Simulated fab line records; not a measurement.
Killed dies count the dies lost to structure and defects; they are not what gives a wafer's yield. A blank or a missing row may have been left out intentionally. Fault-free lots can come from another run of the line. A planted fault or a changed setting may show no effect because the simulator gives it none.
fab line records	flow sky130	part 1 of 2: steps 1 to 26 of 37
record lots=5	wafers=15	lastDay=51
route steps=708 shown METAL4@622 VIA4@639
lots that met no fault: taken from a fault-free run of the same line
startH: hours from the record's first day to the start of the lot's first wafer shown	waitH: hours from the lot's prior step to this one	" unchanged from the row above	L1.1+2: several wafers, shown together as one row	- either no value or no given start	* or withheld: withheld	< > ~ a bound
route shown NAME@n: a module of which the file shows steps, and the number in the route of the first	usual: the fault-free wafers' mean and standard deviation	same: alike in all rows	chamber/n: place in a boat	sites: each site's reading	_std_site: how widely they spread, as a standard deviation	_edge_site: mean of outer sites minus mean of inner sites	radiusMm: how far each site lies from the wafer's centre	mask NAME#n: copy n	behind: tool/chamber where the wafer was last shaped	hold: reason for holding the lot/hours on hold/outcome of the hold	device: whichever transistor did not switch (one of n, p or np)	end of line: the tests these same wafers got at the end of their route	a step without rows: its recipe alone	killed: dies lost to structure and defects at the first sort, not the wafer's yield	map: the dies of a wafer, with x for killed, . for not killed, _ for no die there
set.NAME: the setting as run; set.NAME@STEP: as run at that earlier step	model.NAME: the simulator's own value behind a step, which no gauge read
certain route steps with their lots: each step a table, each wafer a row
services: when a tool's chamber went out of use (startH, in hours from the record's first day, below 0 if earlier), for how many hours, and the reason
## steps
# step SKY_METAL4_HMDS_06
# recipe primeTimeS=60	primeTempC=120
# usual exhaustPa=45.1/0.76
lot.wafer	tool	chamber	startH	waitH	exhaustPa
L077.3	lithoTrack-03	0	1014.02	0.1	45.6
L077.4	"	0	"	"	44.7
L077.5	"	0	"	"	45.3
L082.4	lithoTrack-01	0	1046.32	0.1	45.7
L082.5	"	0	"	"	45.4
L082.6	"	0	"	"	45.7
L092.1	lithoTrack-03	0	1105.12	0.1	44.4
L092.2	"	0	"	"	44.4
L092.6	"	0	"	"	44.1
L096.1	lithoTrack-02	0	1124.52	0.1	46.1
L096.2	"	0	"	"	44.4
L096.4	"	0	"	"	44.9
L097.1	lithoTrack-01	0	1127.85	0.1	45.5
L097.4	"	0	"	"	44.5
L097.5	"	0	"	"	45.9
# step SKY_METAL4_COAT_07
# recipe resist=BARC	tempC=withheld	timeS=withheld	spinRpm=3000	resistThkNm=60
# usual exhaustPa=45.1/0.87
lot.wafer	tool	chamber	startH	waitH	exhaustPa
L077.3	lithoTrack-03	0	1014.17	0.1	45.3
L077.4	"	0	"	"	46.0
L077.5	"	0	"	"	45.4
L082.4	lithoTrack-01	0	1046.47	0.1	45.9
L082.5	"	0	"	"	45.5
L082.6	"	0	"	"	44.7
L092.1	lithoTrack-03	0	1105.27	0.1	46.8
L092.2	"	0	"	"	45.6
L092.6	"	0	"	"	47.2
L096.1	lithoTrack-02	0	1124.67	0.1	44.7
L096.2	"	0	"	"	44.1
L096.4	"	0	"	"	45.1
L097.1	lithoTrack-01	0	1128.00	0.1	44.3
L097.4	"	0	"	"	46.3
L097.5	"	0	"	"	44.1
# step SKY_METAL4_COAT_08
# recipe resist=KrF-thick	spinRpm=3000	resistThkNm=1140
# usual exhaustPa=44.7/0.79
lot.wafer	tool	chamber	startH	waitH	exhaustPa
L077.3	lithoTrack-03	0	-	-	43.7
L077.4	"	0	"	"	44.6
L077.5	"	0	"	"	45.3
L082.4	lithoTrack-01	0	-	-	46.2
L082.5	"	0	"	"	44.9
L082.6	"	0	"	"	45.6
L092.1	lithoTrack-03	0	-	-	44.0
L092.2	"	0	"	"	44.7
L092.6	"	0	"	"	45.0
L096.1	lithoTrack-02	0	-	-	45.4
L096.2	"	0	"	"	46.1
L096.4	"	0	"	"	45.2
L097.1	lithoTrack-01	0	-	-	44.2
L097.4	"	0	"	"	45.5
L097.5	"	0	"	"	45.7
# step SKY_METAL4_SOFTBAKE_09
# recipe tempC=100	timeS=90	resist=KrF-thick
# usual exhaustPa=45.2/0.99
# same timeS=90
lot.wafer	tool	chamber	startH	waitH	exhaustPa
L077.3	lithoTrack-03	0	-	-	43.3
L077.4	"	0	"	"	45.3
L077.5	"	0	"	"	44.4
L082.4	lithoTrack-01	0	-	-	44.9
L082.5	"	0	"	"	45.2
L082.6	"	0	"	"	45.3
L092.1	lithoTrack-03	0	-	-	43.8
L092.2	"	0	"	"	44.1
L092.6	"	0	"	"	43.1
L096.1	lithoTrack-02	0	-	-	44.8
L096.2	"	0	"	"	44.4
L096.4	"	0	"	"	45.0
L097.1	lithoTrack-01	0	-	-	43.7
L097.4	"	0	"	"	45.8
L097.5	"	0	"	"	45.7
# step SKY_METAL4_EXPOSE_10
# recipe maskId=MM4	na=0.68	sourceShape=annular	sigmaInner=0.4	sigmaOuter=0.8	targetCdNm=300	doseMj=28
lot.wafer	tool	chamber	startH	waitH	mask
L077.3+4+5	krfScanner-01	0	-	-	MM4#0
L082.4+5+6	krfScanner-01	0	-	-	MM4#0
L092.1+2+6	krfScanner-01	0	-	-	MM4#0
L096.1+2+4	krfScanner-02	0	-	-	MM4#0
L097.1+4+5	krfScanner-02	0	-	-	MM4#0
# step SKY_METAL4_PEB_11
# recipe pebTempC=withheld	pebTimeS=withheld	resist=KrF-thick
# usual exhaustPa=45.1/0.95
lot.wafer	tool	chamber	startH	waitH	exhaustPa
L077.3	lithoTrack-01	0	-	-	44.2
L077.4	"	0	"	"	46.6
L077.5	"	0	"	"	43.7
L082.4	lithoTrack-03	0	-	-	44.7
L082.5	"	0	"	"	43.1
L082.6	"	0	"	"	45.5
L092.1	lithoTrack-03	0	-	-	45.6
L092.2	"	0	"	"	45.6
L092.6	"	0	"	"	46.3
L096.1	lithoTrack-01	0	-	-	46.6
L096.2	"	0	"	"	46.5
L096.4	"	0	"	"	44.7
L097.1	lithoTrack-01	0	-	-	44.3
L097.4	"	0	"	"	44.8
L097.5	"	0	"	"	44.3
# step SKY_METAL4_DEVELOP_12
# recipe developTimeS=60	resist=KrF-thick	devTempC=21
# usual exhaustPa=45.2/0.79
lot.wafer	tool	chamber	startH	waitH	exhaustPa
L077.3	lithoTrack-01	0	-	-	45.4
L077.4	"	0	"	"	45.1
L077.5	"	0	"	"	45.4
L082.4	lithoTrack-03	0	-	-	44.6
L082.5	"	0	"	"	46.3
L082.6	"	0	"	"	44.2
L092.1	lithoTrack-03	0	-	-	45.1
L092.2	"	0	"	"	44.5
L092.6	"	0	"	"	44.8
L096.1	lithoTrack-01	0	-	-	45.5
L096.2	"	0	"	"	44.6
L096.4	"	0	"	"	45.5
L097.1	lithoTrack-01	0	-	-	45.6
L097.4	"	0	"	"	45.4
L097.5	"	0	"	"	45.3
# step SKY_METAL4_CD_MEAS_13
# recipe targetCdNm=300
# usual cdNm=299.7/1.5
lot.wafer	tool	chamber	startH	waitH	cdNm
L077.3	cdSem-01	-	1025.79	-	298.9
L077.4	"	-	"	"	298.8
L077.5	"	-	"	"	299.3
L082.4	cdSem-02	-	1057.53	-	298.3
L082.5	"	-	"	"	299.9
L082.6	"	-	"	"	299.4
L092.1	cdSem-02	-	1116.62	-	301.9
L092.2	"	-	"	"	301.0
L092.6	"	-	"	"	301.3
L096.1	cdSem-02	-	1135.05	-	301.0
L096.2	"	-	"	"	300.4
L096.4	"	-	"	"	300.7
L097.1	cdSem-02	-	1138.65	-	298.8
L097.4	"	-	"	"	301.0
L097.5	"	-	"	"	300.6
# step SKY_METAL4_OVL_MEAS_14
# usual METAL4_OVL=3/4.5
lot.wafer	tool	chamber	startH	waitH	METAL4_OVL[nm]
L077.3	overlay-01	-	1025.88	0.1	3
L077.4	"	-	"	"	0
L077.5	"	-	"	"	3
L082.4	overlay-02	-	1057.61	0.1	10
L082.5	"	-	"	"	5
L082.6	"	-	"	"	1
L092.1	overlay-01	-	1116.74	0.1	2
L092.2	"	-	"	"	6
L092.6	"	-	"	"	8
L096.1	overlay-02	-	1135.17	0.1	-1
L096.2	"	-	"	"	4
L096.4	"	-	"	"	5
L097.1	overlay-02	-	1138.77	0.1	2
L097.4	"	-	"	"	7
L097.5	"	-	"	"	5
# step SKY_METAL4_DESCUM_15
# recipe chemistry=O2	sourcePowerW=150	biasPowerW=0	pressureMtorr=10	tempC=40	timeS=8
# usual drypumpMotorCurrentA=5.8/0.58	oesProductAu=1.001/0.0066
# same timeS=8
lot.wafer	tool	chamber	startH	waitH	drypumpMotorCurrentA	oesProductAu	rfHoursCounterH
L077.3	rieMetal-01	0	1025.91	0.0	6.7	0.995	-
L077.4	"	1	"	"	6.1	0.998	-
L077.5	"	1	"	"	6.1	0.992	-
L082.4	rieMetal-01	1	1057.63	0.0	6.1	0.993	-
L082.5	"	0	"	"	6.6	1.007	-
L082.6	"	1	"	"	6.1	0.994	-
L092.1	rieMetal-01	0	1116.77	0.0	6.7	1.001	22
L092.2	"	1	"	"	6.1	0.992	19
L092.6	"	1	"	"	6.1	0.998	-
L096.1	rieMetal-02	1	1135.20	0.0	5.1	1.000	16
L096.2	"	0	"	"	5.8	1.007	20
L096.4	"	1	"	"	5.1	0.996	-
L097.1	rieMetal-01	1	1138.80	0.0	6.1	1.002	21
L097.4	"	0	"	"	6.7	1.005	-
L097.5	"	1	"	"	6.1	1.001	-
# step SKY_METAL4_ETCH_16
# recipe chemistry=N2/H2	target=BARC	ionEnergyEv=195.3	biasW=100	pressureMtorr=30	n2FlowSccm=100	h2FlowSccm=200	icpW=500	stopOn=SiO2	timeS=88.2	targetDepthA=600
# usual drypumpMotorCurrentA=5.8/0.58	oesProductAu=0.625/0.0047	throttleValvePct=13.206/0.011
# same timeS=88.2
lot.wafer	tool	chamber	startH	waitH	drypumpMotorCurrentA	oesProductAu	rfHoursCounterH	throttleValvePct
L077.3	rieMetal-01	0	1025.97	0.0	6.7	0.629	-	13.207
L077.4	"	1	"	"	6.1	0.625	-	13.199
L077.5	"	1	"	"	6.1	0.625	-	13.202
L082.4	rieMetal-01	1	1057.69	0.0	6.1	0.628	-	13.211
L082.5	"	0	"	"	6.7	0.628	-	13.185
L082.6	"	1	"	"	6.1	0.626	-	13.205
L092.1	rieMetal-01	0	1116.81	0.0	6.7	0.635	22	13.199
L092.2	"	1	"	"	6.1	0.624	19	13.231
L092.6	"	1	"	"	6.1	0.630	-	13.222
L096.1	rieMetal-02	1	1135.24	0.0	5.1	0.623	16	13.202
L096.2	"	0	"	"	5.8	0.622	20	13.228
L096.4	"	1	"	"	5.1	0.631	-	13.199
L097.1	rieMetal-01	1	1138.85	0.0	6.1	0.629	21	13.196
L097.4	"	0	"	"	6.7	0.626	-	13.196
L097.5	"	1	"	"	6.1	0.633	-	13.212
# step SKY_METAL4_ETCH_17
# recipe target=SiO2	stopOn=TiN	chemistry=C4F8/O2/Ar	sourceW=1500	biasW=1200	pressureMtorr=40	c4f8FlowSccm=withheld	O2_flow_sccm=6	Ar_flow_sccm=300	timeS=3.9	targetDepthA=150
# usual oesProductAu=0.755/0.0068
# same timeS=3.9
lot.wafer	tool	chamber	startH	waitH	oesProductAu
L077.3	rieDiel-01	2	1026.03	0.0	0.756
L077.4	"	0	"	"	0.766
L077.5	"	2	"	"	0.763
L082.4	rieDiel-02	3	1057.75	0.0	0.762
L082.5	"	1	"	"	0.758
L082.6	"	2	"	"	0.747
L092.1	rieDiel-01	2	1116.90	0.1	0.751
L092.2	"	3	"	"	0.760
L092.6	"	2	"	"	0.760
L096.1	rieDiel-03	3	1135.33	0.1	0.744
L096.2	"	0	"	"	0.749
L096.4	"	3	"	"	0.757
L097.1	rieDiel-02	3	1138.98	0.1	0.746
L097.4	"	0	"	"	0.750
L097.5	"	0	"	"	0.751
# step SKY_METAL4_METAL_ETCH_18
# recipe targetDepthA=8450	stopOn=SiO2	overEtchFrac=0.3	timeS=183.1	chemistry=Cl2/BCl3	resistSidewallDeg=88	pressureMtorr=10	icpW=900	biasW=48.5	Cl2_flow_sccm=60	bcl3FlowSccm=30
# usual drypumpMotorCurrentA=5.6/0.59	mfcCl2Sccm=59.98/0.17	oesProductAu=0.865/0.0065	throttleValvePct=22.266/0.009
# same timeS=183.1
lot.wafer	tool	chamber	startH	waitH	drypumpMotorCurrentA	mfcCl2Sccm	oesProductAu	rfHoursCounterH	throttleValvePct
L077.3	rieMetal-03	0	1026.11	0.1	4.8	59.61	0.873	-	22.269
L077.4	"	1	"	"	5.6	60.05	0.871	-	22.283
L077.5	"	0	"	"	4.8	59.79	0.873	-	22.260
L082.4	rieMetal-02	1	1057.83	0.1	5.1	59.83	0.864	-	22.273
L082.5	"	1	"	"	5.1	60.13	0.855	-	22.256
L082.6	"	0	"	"	5.8	60.12	0.852	-	22.263
L092.1	rieMetal-02	1	1116.92	0.0	5.1	60.11	0.862	15	22.262
L092.2	"	0	"	"	5.8	59.66	0.866	19	22.273
L092.6	"	1	"	"	5.1	59.92	0.851	-	22.275
L096.1	rieMetal-03	1	1135.35	0.0	5.6	60.04	0.867	18	22.271
L096.2	"	0	"	"	4.8	59.87	0.858	3	22.262
L096.4	"	0	"	"	4.8	59.85	0.861	-	22.250
L097.1	rieMetal-03	1	1139.00	0.0	5.6	59.56	0.863	19	22.254
L097.4	"	0	"	"	4.8	59.77	0.858	-	22.278
L097.5	"	0	"	"	4.8	60.00	0.875	-	22.273
# step SKY_METAL4_STRIP_19
# recipe chemistry=O2/N2	powerW=1400	pressureMtorr=1500	platenTempC=withheld	o2FlowSccm=3000	n2FlowSccm=300	overashFraction=0.5
# usual drypumpMotorCurrentA=5.6/0.33	oesProductAu=0.501/0.005	stripTimeToEndpointS=6.50/0.065
lot.wafer	tool	chamber	startH	waitH	drypumpMotorCurrentA	oesProductAu	rfHoursCounterH	stripTimeToEndpointS
L077.3	plasmaAsher-03	1	1026.26	0.1	5.2	0.501	-	6.40
L077.4	"	0	"	"	5.3	0.500	-	6.38
L077.5	"	0	"	"	5.3	0.495	-	6.43
L082.4	plasmaAsher-03	0	1057.98	0.1	5.3	0.505	-	6.58
L082.5	"	0	"	"	5.3	0.501	-	6.49
L082.6	"	1	"	"	5.2	0.505	-	6.51
L092.1	plasmaAsher-03	0	1117.10	0.1	5.3	0.506	96	6.51
L092.2	"	1	"	"	5.3	0.506	96	6.54
L092.6	"	1	"	"	5.2	0.500	-	6.46
L096.1	plasmaAsher-02	1	1135.53	0.1	6.1	0.492	7	6.39
L096.2	"	0	"	"	5.6	0.501	7	6.53
L096.4	"	0	"	"	5.6	0.505	-	6.58
L097.1	plasmaAsher-03	0	1139.17	0.1	5.3	0.510	98	6.56
L097.4	"	0	"	"	5.3	0.507	-	6.65
L097.5	"	1	"	"	5.2	0.495	-	6.61
# step SKY_METAL4_STRIP_20
# recipe chemistry=postEtchResidueRemover	timeS=1200	tempC=72.5
# same timeS=1200
lot.wafer	tool	chamber	startH	waitH
L077.3+4+5	wetBench-04	3	1026.33	0.0
L082.4+5+6	wetBench-01	0	1058.05	0.0
L092.1+2+6	wetBench-03	1	1117.20	0.1
L096.1+2+4	wetBench-04	0	1135.63	0.1
L097.1+4+5	wetBench-04	3	1139.27	0.1
# step SKY_METAL4_CLEAN_21
# recipe chemistry=IPA	timeS=180	tempC=25
# same timeS=180
lot.wafer	tool	chamber	startH	waitH
L077.3+4+5	wetBench-01	3	1026.67	0.0
L082.4+5+6	wetBench-04	1	1058.42	0.0
L092.1+2+6	wetBench-03	0	1117.57	0.0
L096.1+2+4	wetBench-04	1	1135.97	0.0
L097.1+4+5	wetBench-01	2	1139.62	0.0
# step SKY_METAL4_CLEAN_22
# recipe chemistry=O3/DIW	dry=n2Spin
lot.wafer	tool	chamber	startH	waitH
L077.3+4+5	wetBench-04	1	1026.74	0.0
L082.4+5+6	wetBench-03	2	1058.48	0.0
L092.1+2+6	wetBench-03	3	1117.64	0.0
L096.1+2+4	wetBench-04	1	1136.03	0.0
L097.1+4+5	wetBench-03	1	1139.73	0.0
# step SKY_VIA4_HDPCVD_00
# recipe material=SiO2	targetThkNm=1750	sigmaOpenFrac=0.3	timeS=291.7	tempC=400	sih4FlowSccm=60	pressureMtorr=6
# same timeS=291.7
lot.wafer	tool	chamber	startH	waitH
L077.3+4+5	hdpcvd-02	0,1,0	1026.87	0.0
L082.4+5+6	hdpcvd-02	0,2,1	1058.66	0.1
L092.1+2+6	hdpcvd-01	0,1,1	1117.74	0.0
L096.1+2+4	hdpcvd-01	1,2,2	1136.12	0.0
L097.1+4+5	hdpcvd-01	0,1,2	1139.82	0.0
# step SKY_VIA4_THK_MEAS_01
# recipe reads=SiO2_of_VIA4_HDPCVD_00
# usual VIA4_HDPCVD_THK=1757/16
lot.wafer	tool	chamber	startH	waitH	VIA4_HDPCVD_THK[nm]
L077.3	filmMetro-02	-	1027.07	0.1	1778
L077.4	"	-	"	"	1763
L077.5	"	-	"	"	1764
L082.4	filmMetro-04	-	1058.87	0.1	1746
L082.5	"	-	"	"	1745
L082.6	"	-	"	"	1745
L092.1	filmMetro-02	-	1117.92	0.1	1771
L092.2	"	-	"	"	1751
L092.6	"	-	"	"	1769
L096.1	filmMetro-03	-	1136.30	0.1	1759
L096.2	"	-	"	"	1766
L096.4	"	-	"	"	1762
L097.1	filmMetro-04	-	1140.00	0.1	1758
L097.4	"	-	"	"	1747
L097.5	"	-	"	"	1719
# step SKY_VIA4_CMP_02
# recipe material=SiO2	downForcePsi=4	platenRpm=60	padVelocityMS=0.94248
# usual edgeZonePressureFrac=1.001/0.0047	motorCurrentA=12.3/1.4
lot.wafer	tool	chamber	startH	waitH	edgeZonePressureFrac	motorCurrentA
L077.4	cmp-01	2	1027.23	0.1	1.006	12.5
L077.3	"	3	"	"	0.999	12.6
L077.5	"	3	"	"	0.998	12.4
L082.4	cmp-01	1	1059.05	0.2	1.004	12.8
L082.6	"	2	"	"	0.997	12.6
L082.5	"	3	"	"	0.999	12.9
L092.1	cmp-02	0	1118.08	0.1	0.999	9.0
L092.2	"	1	"	"	0.989	12.5
L092.6	"	2	"	"	0.996	12.1
L096.4	cmp-01	0	1136.36	0.0	1.004	12.1
L096.1	"	2	"	"	1.003	12.6
L096.2	"	3	"	"	0.998	12.2
L097.1	cmp-01	3	1140.06	0.1	1.003	12.1
L097.4	"	0	"	"	0.991	11.4
L097.5	"	0	"	"	1.007	11.9
# step SKY_VIA4_BOW_MEAS_03
# recipe mode=bow
# usual VIA4_BOW=80/8.2
lot.wafer	tool	chamber	startH	waitH	VIA4_BOW[um]
L077.3	filmMetro-03	-	1027.57	0.2	87
L077.4	"	-	"	"	86
L077.5	"	-	"	"	74
L082.4	filmMetro-03	-	1059.26	0.2	95
L082.5	"	-	"	"	95
L082.6	"	-	"	"	99
L092.1	filmMetro-02	-	1118.28	0.1	91
L092.2	"	-	"	"	69
L092.6	"	-	"	"	93
L096.1	filmMetro-03	-	1136.66	0.1	82
L096.2	"	-	"	"	90
L096.4	"	-	"	"	87
L097.1	filmMetro-02	-	1140.36	0.2	70
L097.4	"	-	"	"	82
L097.5	"	-	"	"	74
# step SKY_VIA4_DEHYDRATE_04
# recipe tempC=200	timeS=60
# usual exhaustPa=45.1/0.97
# same timeS=60
lot.wafer	tool	chamber	startH	waitH	exhaustPa
L077.3	lithoTrack-01	0	1038.70	11.1	43.6
L077.4	"	0	"	"	45.4
L077.5	"	0	"	"	45.2
L082.4	lithoTrack-04	0	1070.38	11.1	44.2
L082.5	"	0	"	"	45.0
L082.6	"	0	"	"	45.8
L092.1	lithoTrack-03	0	1127.27	9.0	44.8
L092.2	"	0	"	"	44.3
L092.6	"	0	"	"	46.4
L096.1	lithoTrack-03	0	1146.12	9.4	45.0
L096.2	"	0	"	"	44.8
L096.4	"	0	"	"	43.9
L097.1	lithoTrack-01	0	1149.30	8.9	45.8
L097.4	"	0	"	"	45.0
L097.5	"	0	"	"	45.4
# step SKY_VIA4_HMDS_05
# recipe primeTimeS=60	primeTempC=120
# usual exhaustPa=45.1/0.92
lot.wafer	tool	chamber	startH	waitH	exhaustPa
L077.3	lithoTrack-01	0	1038.85	0.1	44.7
L077.4	"	0	"	"	44.2
L077.5	"	0	"	"	44.2
L082.4	lithoTrack-04	0	1070.53	0.1	46.1
L082.5	"	0	"	"	45.6
L082.6	"	0	"	"	45.5
L092.1	lithoTrack-03	0	1127.42	0.1	45.7
L092.2	"	0	"	"	44.8
L092.6	"	0	"	"	45.5
L096.1	lithoTrack-03	0	1146.27	0.1	45.6
L096.2	"	0	"	"	45.8
L096.4	"	0	"	"	44.9
L097.1	lithoTrack-01	0	1149.45	0.1	43.1
L097.4	"	0	"	"	45.0
L097.5	"	0	"	"	45.3
# step SKY_VIA4_COAT_06
# recipe resist=NOVOLAK	spinRpm=3000	resistThkNm=1140
# usual exhaustPa=45.0/0.89
lot.wafer	tool	chamber	startH	waitH	exhaustPa
L077.3	lithoTrack-01	0	1039.00	0.1	44.2
L077.4	"	0	"	"	44.2
L077.5	"	0	"	"	45.1
L082.4	lithoTrack-04	0	1070.68	0.1	44.2
L082.5	"	0	"	"	44.3
L082.6	"	0	"	"	43.2
L092.1	lithoTrack-03	0	1127.57	0.1	46.3
L092.2	"	0	"	"	44.9
L092.6	"	0	"	"	47.4
L096.1	lithoTrack-03	0	1146.42	0.1	44.9
L096.2	"	0	"	"	45.0
L096.4	"	0	"	"	44.6
L097.1	lithoTrack-01	0	1149.60	0.1	45.0
L097.4	"	0	"	"	44.9
L097.5	"	0	"	"	45.1
# step SKY_VIA4_SOFTBAKE_07
# recipe tempC=90	timeS=60	resist=NOVOLAK
# usual exhaustPa=45.2/0.83
# same timeS=60
lot.wafer	tool	chamber	startH	waitH	exhaustPa
L077.3	lithoTrack-01	0	1039.15	0.1	45.1
L077.4	"	0	"	"	45.3
L077.5	"	0	"	"	46.8
L082.4	lithoTrack-04	0	1070.83	0.1	45.7
L082.5	"	0	"	"	45.3
L082.6	"	0	"	"	44.4
L092.1	lithoTrack-03	0	1127.72	0.1	45.1
L092.2	"	0	"	"	45.1
L092.6	"	0	"	"	44.2
L096.1	lithoTrack-03	0	1146.57	0.1	46.3
L096.2	"	0	"	"	45.6
L096.4	"	0	"	"	46.4
L097.1	lithoTrack-01	0	1149.75	0.1	43.6
L097.4	"	0	"	"	43.2
L097.5	"	0	"	"	45.1
# step SKY_VIA4_EXPOSE_08
# recipe maskId=VIM4	na=0.6	sourceShape=conventional	sigmaOuter=0.6	polarization=unpolarized	targetCdNm=800	doseMj=132
lot.wafer	tool	chamber	startH	waitH	mask
L077.3+4+5	ilineStepper-02	0	-	-	VIM4#0
L082.4+5+6	ilineStepper-01	0	-	-	VIM4#0
L092.1+2+6	ilineStepper-02	0	-	-	VIM4#0
L096.1+2+4	ilineStepper-01	0	-	-	VIM4#0
L097.1+4+5	ilineStepper-02	0	-	-	VIM4#0
